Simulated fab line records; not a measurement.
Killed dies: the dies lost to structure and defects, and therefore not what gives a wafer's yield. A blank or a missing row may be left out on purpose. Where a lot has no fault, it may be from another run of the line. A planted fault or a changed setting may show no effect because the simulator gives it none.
fab line records | flow sfqLine
record: lots: 14 | wafers: 42 | lastDay: 87
route steps=325 shown M0@41 R5@212 C5@248 M6@263
lots untouched by any fault: they come from a run of this same line in which no faults occurred
startH: hours from the record's first day to the start of the lot's first wafer shown | waitH: how many hours have passed since the lot's step before this one | " same as the row above | L1.1+2: several wafers, shown together as one row | - no value present, or no start provided | * or withheld: withheld | < > ~ a bound
route shown NAME@n: names a module that has steps shown in the file, with the first one's number in the route | usual: mean and standard deviation over wafers with no fault | same: alike in all rows | chamber/n: place in a boat | sites: the reading at each site | _std_site: standard deviation across them | _edge_site: inner sites' mean taken away from outer sites' mean | radiusMm: for every site, how far away it sits from the centre of the wafer | mask NAME#n: copy n | behind: the most recent tool/chamber to have shaped the wafer | hold: reason for holding the lot/hours on hold/outcome of the hold | device: the transistor (n, p or np) that didn't switch | end of line: tests of these same wafers at the route's end | where a step has no rows: the recipe by itself | killed: the dies lost at the first sort to structure and to defects; this is not the yield of the wafer | map: a wafer's dies, marking killed ones x, the rest . and places with no die _
set.NAME: the run value of the setting; set.NAME@STEP: its run value at that earlier step | model.NAME: the simulator's own value behind a step, which no gauge read
a sample of lots followed through the steps of the route, with each step as a table and each wafer as a row
services: the hour from which a tool's chamber was out of use, counted from the record's first day as startH (under 0 if before that day), plus the number of hours and why
== steps ==
step: SFQ_TRILAYER_M0_STRIP_STRIP_025
recipe: gas: O2 | powerW: 200 | platenTempC: 40 | overashFraction: 0.65 | chemistry: O2 | pressureMtorr: 50
usual: chamberPressureMTorr: 50.00/0.042 | drypumpMotorCurrentA: 5.9/0.35 | oesProductAu: 0.998/0.0088
lot.wafer | tool        | chamber | startH | waitH | chamberPressureMTorr | drypumpMotorCurrentA | oesProductAu | rfHoursCounterH
L773.2    | rieMetal-03 | 0       | 271.87 | 0.1   | 50.00                | 5.6                  | 1.000        | 11
L773.4    | "           | 1       | "      | "     | 49.94                | 6.1                  | 1.003        | -
L773.5    | "           | 0       | "      | "     | 50.05                | 5.6                  | 1.000        | -
L774.3    | rieMetal-02 | 0       | 282.40 | 0.2   | 50.08                | 5.6                  | 1.000        | -
L774.4    | "           | 1       | "      | "     | 50.04                | 6.5                  | 0.991        | -
L774.5    | "           | 1       | "      | "     | 50.01                | 6.5                  | 0.995        | -
L775.2    | rieMetal-03 | 1       | 294.77 | 0.1   | 49.98                | 6.1                  | 1.012        | 167
L775.4    | "           | 0       | "      | "     | 49.96                | 5.6                  | 1.000        | -
L775.5    | "           | 0       | "      | "     | 50.04                | 5.6                  | 1.002        | -
L777.3    | rieMetal-01 | 0       | 306.97 | 0.2   | 49.96                | 5.7                  | 1.004        | -
L777.5    | "           | 1       | "      | "     | 49.96                | 6.0                  | 1.000        | -
L777.6    | "           | 0       | "      | "     | 50.00                | 5.7                  | 0.990        | -
L778.2    | rieMetal-03 | 1       | 316.37 | 0.1   | 49.97                | 6.1                  | 1.004        | 170
L778.4    | "           | 1       | "      | "     | 50.03                | 6.1                  | 1.013        | -
L778.6    | "           | 1       | "      | "     | 50.01                | 6.1                  | 1.013        | -
L779.2    | rieMetal-02 | 1       | 322.71 | 0.1   | 49.97                | 6.5                  | 0.993        | 9
L779.3    | "           | 1       | "      | "     | 49.97                | 6.5                  | 0.987        | -
L779.4    | "           | 0       | "      | "     | 50.01                | 5.6                  | 1.003        | -
L780.1    | rieMetal-02 | 0       | 333.51 | 0.1   | 50.00                | 5.6                  | 1.003        | 156
L780.2    | "           | 1       | "      | "     | 50.05                | 6.5                  | 0.994        | 10
L780.3    | "           | 0       | "      | "     | 49.98                | 5.6                  | 1.001        | -
L786.1    | rieMetal-02 | 0       | 371.08 | 0.1   | 49.95                | 5.6                  | 0.995        | 160
L786.3    | "           | 0       | "      | "     | 50.02                | 5.6                  | 1.012        | -
L786.4    | "           | 1       | "      | "     | 50.04                | 6.5                  | 0.999        | -
L787.2    | rieMetal-01 | 0       | 388.51 | 0.1   | 50.01                | 5.7                  | 0.996        | 139
L787.3    | "           | 1       | "      | "     | 49.90                | 5.9                  | 0.978        | -
L787.4    | "           | 0       | "      | "     | 50.03                | 5.6                  | 0.995        | -
L789.2    | rieMetal-02 | 1       | 418.40 | 0.4   | 49.92                | 6.5                  | 1.002        | -
L789.3    | "           | 1       | "      | "     | 50.01                | 6.5                  | 1.005        | -
L789.6    | "           | 1       | "      | "     | 50.01                | 6.5                  | 0.999        | -
L792.1    | rieMetal-03 | 1       | 453.21 | 0.1   | 50.02                | 6.1                  | 0.998        | 13
L792.2    | "           | 0       | "      | "     | 50.04                | 5.6                  | 0.996        | 36
L792.3    | "           | 0       | "      | "     | 49.98                | 5.6                  | 0.992        | -
L794.1    | rieMetal-03 | 1       | 462.81 | 0.1   | 49.98                | 6.2                  | 1.006        | 14
L794.2    | "           | 0       | "      | "     | 49.93                | 5.6                  | 1.000        | 37
L794.3    | "           | 0       | "      | "     | 49.99                | 5.6                  | 1.004        | -
L795.2    | rieMetal-01 | 0       | 472.41 | 0.1   | 50.06                | 5.7                  | 0.996        | 148
L795.5    | "           | 1       | "      | "     | 50.06                | 5.9                  | 0.996        | -
L795.6    | "           | 0       | "      | "     | 50.00                | 5.6                  | 0.990        | -
L796.3    | rieMetal-01 | 0       | 479.81 | 0.2   | 49.94                | 5.6                  | 0.996        | -
L796.5    | "           | 0       | "      | "     | 50.07                | 5.7                  | 0.987        | -
L796.6    | "           | 1       | "      | "     | 50.07                | 6.0                  | 0.994        | -
step: SFQ_TRILAYER_R5_DEP_SPUTTER_132
recipe: material: Ti | basePressurePa: 1.33e-06 | targetThkNm: 5 | powerW: 2000 | timeS: 5 | chamberPressurePa: 0.4
usual: cathodeDcPowerW: 2000.0/0.36 | throttleValvePct: 29.8/0.75
same: timeS: 5
lot.wafer | tool          | chamber | startH  | waitH | cathodeDcPowerW | throttleValvePct
L773.2    | pvdSputter-04 | -       | 1179.68 | 0.8   | 1999.9          | 29.5
L773.4    | "             | -       | "       | "     | 1999.8          | 30.2
L773.5    | "             | -       | "       | "     | 2000.2          | 30.3
L774.3    | pvdSputter-05 | -       | 1186.52 | 0.6   | 1999.1          | 31.8
L774.4    | "             | -       | "       | "     | 1999.9          | 29.4
L774.5    | "             | -       | "       | "     | 1999.8          | 29.9
L775.2    | pvdSputter-06 | -       | 1189.52 | 0.8   | 1999.4          | 29.2
L775.4    | "             | -       | "       | "     | 2000.0          | 29.7
L775.5    | "             | -       | "       | "     | 2000.2          | 29.0
L777.3    | pvdSputter-04 | -       | 1194.95 | 0.6   | 1999.6          | 28.8
L777.5    | "             | -       | "       | "     | 2000.0          | 30.3
L777.6    | "             | -       | "       | "     | 1999.7          | 29.7
L778.2    | pvdSputter-04 | -       | 1205.02 | 0.8   | 2000.1          | 29.6
L778.4    | "             | -       | "       | "     | 1999.6          | 28.7
L778.6    | "             | -       | "       | "     | 2000.5          | 29.7
L779.2    | pvdSputter-05 | -       | 1370.47 | 0.8   | 2000.0          | 31.7
L779.3    | "             | -       | "       | "     | 1999.9          | 29.5
L779.4    | "             | -       | "       | "     | 1999.9          | 29.9
L780.1    | pvdSputter-06 | -       | 1371.66 | 1.0   | 2000.2          | 29.6
L780.2    | "             | -       | "       | "     | 1999.6          | 29.7
L780.3    | "             | -       | "       | "     | 2000.0          | 29.4
L786.1    | pvdSputter-04 | -       | 1526.99 | 1.0   | 2000.4          | 29.6
L786.3    | "             | -       | "       | "     | 2000.1          | 30.5
L786.4    | "             | -       | "       | "     | 1999.3          | 28.9
L787.2    | pvdSputter-06 | -       | 1531.27 | 0.8   | 1999.4          | 29.6
L787.3    | "             | -       | "       | "     | 1999.2          | 29.1
L787.4    | "             | -       | "       | "     | 1590.7          | 29.5
L789.2    | pvdSputter-06 | -       | 1534.27 | 0.8   | 1999.7          | 29.8
L789.3    | "             | -       | "       | "     | 2000.5          | 29.1
L789.6    | "             | -       | "       | "     | 1590.7          | 29.3
L792.1    | pvdSputter-05 | -       | 1556.99 | 1.0   | 1999.6          | 29.5
L792.2    | "             | -       | "       | "     | 1999.7          | 29.9
L792.3    | "             | -       | "       | "     | 1999.5          | 30.0
L794.1    | pvdSputter-05 | -       | 1565.99 | 1.0   | 1999.9          | 29.6
L794.2    | "             | -       | "       | "     | 2000.0          | 31.7
L794.3    | "             | -       | "       | "     | 2000.5          | 30.0
L795.2    | pvdSputter-05 | -       | 1590.22 | 0.8   | 2000.1          | 29.8
L795.5    | "             | -       | "       | "     | 2000.1          | 29.3
L795.6    | "             | -       | "       | "     | 1999.7          | 31.5
L796.3    | pvdSputter-04 | -       | 1830.86 | 0.6   | 1999.7          | 29.9
L796.5    | "             | -       | "       | "     | 1999.9          | 30.2
L796.6    | "             | -       | "       | "     | 2000.4          | 29.4
step: SFQ_TRILAYER_C5_ETCH_VIA_ETCH_154
recipe: target: SiO2 | maskMaterial: PR | chemistry: CHF3 | targetDepthNm: 84 | sourceW: 500 | biasW: 80 | pressureMtorr: 30 | timeS: withheld | stopOn: Nb
usual: chamberPressureMTorr: 29.999/0.028 | drypumpMotorCurrentA: 5.9/0.5 | oesProductAu: 0.893/0.0084
lot.wafer | tool       | chamber | startH  | waitH | chamberPressureMTorr | drypumpMotorCurrentA | oesProductAu
L773.2    | rieDiel-01 | 0       | 1452.57 | 0.0   | 30.003               | 5.6                  | 0.895
L773.4    | "          | 0       | "       | "     | 30.064               | 5.6                  | 0.897
L773.5    | "          | 0       | "       | "     | 29.989               | 5.6                  | 0.899
L774.3    | rieDiel-02 | 0       | 1454.95 | 0.0   | 30.046               | 5.4                  | 0.896
L774.4    | "          | 1       | "       | "     | 29.988               | 5.9                  | 0.892
L774.5    | "          | 0       | "       | "     | 29.996               | 5.4                  | 0.915
L775.2    | rieDiel-03 | 3       | 1457.35 | 0.0   | 29.956               | 6.2                  | 0.881
L775.4    | "          | 0       | "       | "     | 30.040               | 6.7                  | 0.899
L775.5    | "          | 0       | "       | "     | 29.984               | 6.7                  | 0.886
L777.3    | rieDiel-01 | 2       | 1460.95 | 0.0   | 30.003               | 6.4                  | 0.892
L777.5    | "          | 0       | "       | "     | 30.004               | 5.6                  | 0.914
L777.6    | "          | 3       | "       | "     | 30.029               | 5.4                  | 0.890
L778.2    | rieDiel-03 | 0       | 1462.15 | 0.0   | 29.989               | 6.8                  | 0.877
L778.4    | "          | 3       | "       | "     | 30.007               | 6.2                  | 0.898
L778.6    | "          | 2       | "       | "     | 29.943               | 6.3                  | 0.893
L779.2    | rieDiel-01 | 3       | 1464.25 | 0.0   | 29.977               | 5.4                  | 0.893
L779.3    | "          | 0       | "       | "     | 30.024               | 5.6                  | 0.905
L779.4    | "          | 0       | "       | "     | 29.996               | 5.6                  | 0.899
L780.1    | rieDiel-03 | 2       | 1465.45 | 0.0   | 30.035               | 6.3                  | 0.902
L780.2    | "          | 0       | "       | "     | 29.980               | 6.7                  | 0.884
L780.3    | "          | 3       | "       | "     | 29.981               | 6.2                  | 0.882
L786.1    | rieDiel-02 | 2       | 1643.38 | 0.0   | 29.986               | 6.5                  | 0.888
L786.3    | "          | 3       | "       | "     | 29.994               | 5.1                  | 0.894
L786.4    | "          | 0       | "       | "     | 29.979               | 5.4                  | 0.906
L787.2    | rieDiel-01 | 1       | 1652.98 | 0.0   | 29.997               | 5.2                  | 0.887
L787.3    | "          | 0       | "       | "     | 29.998               | 5.6                  | 0.885
L787.4    | "          | 0       | "       | "     | 29.991               | 5.6                  | 0.901
L789.2    | rieDiel-01 | 1       | 1728.12 | 0.0   | 30.017               | 5.2                  | 0.902
L789.3    | "          | 2       | "       | "     | 30.049               | 6.4                  | 0.890
L789.6    | "          | 2       | "       | "     | 29.988               | 6.4                  | 0.912
L792.1    | rieDiel-03 | 1       | 1817.30 | 0.0   | 29.975               | 6.2                  | 0.892
L792.2    | "          | 0       | "       | "     | 30.032               | 6.7                  | 0.883
L792.3    | "          | 3       | "       | "     | 29.980               | 6.2                  | 0.889
L794.1    | rieDiel-02 | 2       | 1824.20 | 0.0   | 29.968               | 6.5                  | 0.901
L794.2    | "          | 1       | "       | "     | 29.978               | 5.8                  | 0.885
L794.3    | "          | 0       | "       | "     | 30.002               | 5.4                  | 0.885
L795.2    | rieDiel-02 | 0       | 1830.20 | 0.0   | 30.011               | 5.4                  | 0.889
L795.5    | "          | 1       | "       | "     | 29.986               | 5.8                  | 0.891
L795.6    | "          | 2       | "       | "     | 30.030               | 6.5                  | 0.894
L796.3    | rieDiel-02 | 1       | 1998.05 | 0.0   | 30.072               | 5.8                  | 0.881
L796.5    | "          | 2       | "       | "     | 30.014               | 6.5                  | 0.893
L796.6    | "          | 1       | "       | "     | 30.049               | 5.8                  | 0.891
step: SFQ_TRILAYER_M6_ETCH_METAL_ETCH_162
recipe: target: Nb | stopOn: SiO2 | maskMaterial: PR | chemistry: Cl2/Ar | targetDepthNm: 240 | icpW: 600 | biasW: 80 | pressureMtorr: 10 | timeS: 120
usual: chamberPressureMTorr: 10.001/0.0092 | drypumpMotorCurrentA: 5.76/0.26 | oesProductAu: 0.892/0.0062
same: timeS: 120
lot.wafer | tool        | chamber | startH  | waitH | chamberPressureMTorr | drypumpMotorCurrentA | oesProductAu | rfHoursCounterH
L773.2    | rieMetal-03 | 0       | 1467.87 | 0.0   | 10.009               | 5.56                 | 0.902        | 46
L773.4    | "           | 0       | "       | "     | 9.998                | 5.56                 | 0.897        | -
L773.5    | "           | 0       | "       | "     | 10.010               | 5.57                 | 0.891        | -
L774.3    | rieMetal-03 | 0       | 1470.31 | 0.1   | 9.984                | 5.63                 | 0.886        | -
L774.4    | "           | 1       | "       | "     | 10.003               | 6.09                 | 0.897        | -
L774.5    | "           | 0       | "       | "     | 10.004               | 5.58                 | 0.894        | -
L775.2    | rieMetal-01 | 0       | 1471.47 | 0.0   | 10.001               | 5.62                 | 0.890        | 112
L775.4    | "           | 0       | "       | "     | 10.006               | 5.64                 | 0.890        | -
L775.5    | "           | 0       | "       | "     | 10.006               | 5.65                 | 0.890        | -
L777.3    | rieMetal-04 | 0       | 1477.51 | 0.1   | 10.011               | 5.86                 | 0.903        | -
L777.5    | "           | 0       | "       | "     | 9.996                | 5.86                 | 0.897        | -
L777.6    | "           | 1       | "       | "     | 10.001               | 5.36                 | 0.887        | -
L778.2    | rieMetal-01 | 1       | 1478.67 | 0.0   | 10.019               | 5.96                 | 0.891        | 100
L778.4    | "           | 0       | "       | "     | 9.997                | 5.67                 | 0.886        | -
L778.6    | "           | 0       | "       | "     | 9.990                | 5.68                 | 0.881        | -
L779.2    | rieMetal-04 | 1       | 1482.27 | 0.0   | 9.993                | 5.37                 | 0.879        | 149
L779.3    | "           | 1       | "       | "     | 10.016               | 5.35                 | 0.888        | -
L779.4    | "           | 0       | "       | "     | 10.009               | 5.85                 | 0.889        | -
L780.1    | rieMetal-03 | 1       | 1483.47 | 0.0   | 9.992                | 6.10                 | 0.889        | 22
L780.2    | "           | 0       | "       | "     | 10.009               | 5.57                 | 0.885        | 48
L780.3    | "           | 0       | "       | "     | 9.995                | 5.55                 | 0.891        | -
L786.1    | rieMetal-03 | 1       | 1736.27 | 0.0   | 10.003               | 6.16                 | 0.894        | 49
L786.3    | "           | 1       | "       | "     | 10.004               | 6.12                 | 0.901        | -
L786.4    | "           | 0       | "       | "     | 10.013               | 5.57                 | 0.898        | -
L787.2    | rieMetal-01 | 1       | 1737.47 | 0.0   | 10.027               | 5.99                 | 0.890        | 134
L787.3    | "           | 1       | "       | "     | 10.013               | 5.98                 | 0.895        | -
L787.4    | "           | 0       | "       | "     | 9.983                | 5.67                 | 0.902        | -
L789.2    | rieMetal-01 | 0       | 1775.94 | 0.0   | 9.993                | 5.67                 | 0.892        | 32
L789.3    | "           | 1       | "       | "     | 10.008               | 5.95                 | 0.896        | -
L789.6    | "           | 0       | "       | "     | 9.992                | 5.65                 | 0.896        | -
L792.1    | rieMetal-01 | 0       | 1865.92 | 0.0   | 10.012               | 5.66                 | 0.902        | 51
L792.2    | "           | 1       | "       | "     | 9.995                | 5.96                 | 0.892        | 158
L792.3    | "           | 1       | "       | "     | 10.016               | 5.96                 | 0.907        | -
L794.1    | rieMetal-03 | 1       | 1870.86 | 0.0   | 9.989                | 6.09                 | 0.892        | 77
L794.2    | "           | 0       | "       | "     | 10.000               | 5.54                 | 0.887        | 102
L794.3    | "           | 1       | "       | "     | 9.985                | 6.10                 | 0.881        | -
L795.2    | rieMetal-03 | 0       | 1874.42 | 0.0   | 9.998                | 5.57                 | 0.896        | 103
L795.5    | "           | 1       | "       | "     | 9.999                | 6.13                 | 0.896        | -
L795.6    | "           | 0       | "       | "     | 9.999                | 5.56                 | 0.898        | -
L796.3    | rieMetal-04 | 1       | 2001.56 | 0.1   | 9.993                | 5.35                 | 0.890        | -
L796.5    | "           | 1       | "       | "     | 9.980                | 5.33                 | 0.891        | -
L796.6    | "           | 0       | "       | "     | 10.007               | 5.87                 | 0.884        | -
== services ==
tool        | chamber | startH  | hours | kind
rieMetal-01 | 1       | 262.61  | 12.2  | repair
rieMetal-03 | -       | 283.13  | 0.6   | repair
rieMetal-01 | 1       | 295.68  | 6.8   | repair
rieMetal-01 | -       | 433.65  | 3.9   | repair
rieMetal-03 | -       | 544.05  | 1.4   | repair
rieMetal-03 | -       | 628.69  | 0.4   | repair
rieMetal-03 | 1       | 659.17  | 1.6   | repair
rieMetal-03 | 0       | 688.31  | 6.8   | repair
rieMetal-01 | -       | 752.54  | 0.2   | repair
rieMetal-01 | 1       | 758.46  | 3.1   | repair
rieMetal-01 | -       | 885.37  | 2.8   | pm
rieMetal-01 | 0       | 931.22  | 189.0 | repair
rieMetal-03 | -       | 994.66  | 2.8   | pm
rieMetal-03 | 0       | 1009.15 | 10.0  | repair
rieMetal-01 | 0       | 1280.80 | 9.2   | repair
rieMetal-01 | 0       | 1306.57 | 3.0   | repair
rieMetal-01 | -       | 1369.90 | 2.4   | repair
rieMetal-01 | 0       | 1372.09 | 2.0   | repair
rieMetal-03 | -       | 1529.49 | 0.8   | repair
rieMetal-03 | -       | 1631.47 | 14.8  | repair
rieMetal-03 | 1       | 1650.66 | 26.4  | repair
rieMetal-03 | -       | 1691.30 | 1.4   | pm
rieMetal-03 | 0       | 1753.58 | 29.8  | repair
rieMetal-03 | -       | 1891.58 | 0.1   | repair
== key ==
firstSign: step: SFQ_TRILAYER_R5_DEP_SPUTTER_132 | reading: cathodeDcPowerW | direction: down | sigmas: 99+ | usual: 2000.0 | struck: 1590.7
effect none on later readings
metAt SFQ_TRILAYER_R5_DEP_SPUTTER_132
struckLots L787,L789
struckWafers L787.4,L789.6
notActingAt SFQ_TRILAYER_M0_STRIP_STRIP_025,SFQ_TRILAYER_C5_ETCH_VIA_ETCH_154,SFQ_TRILAYER_M6_ETCH_METAL_ETCH_162
onsetBetween 1371.66 1531.27
fault: kind: processParameterDrift | tool: pvdSputter-06 | chamber: - | onsetH: 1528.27 | steps: SFQ_TRILAYER_R5_DEP_SPUTTER_132 | channel: powerW | offset: -408.57 | shape: step | endH: 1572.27 | actsIn: theseRecipesOnly | stated: 2000 | scope: struckWafersOnly
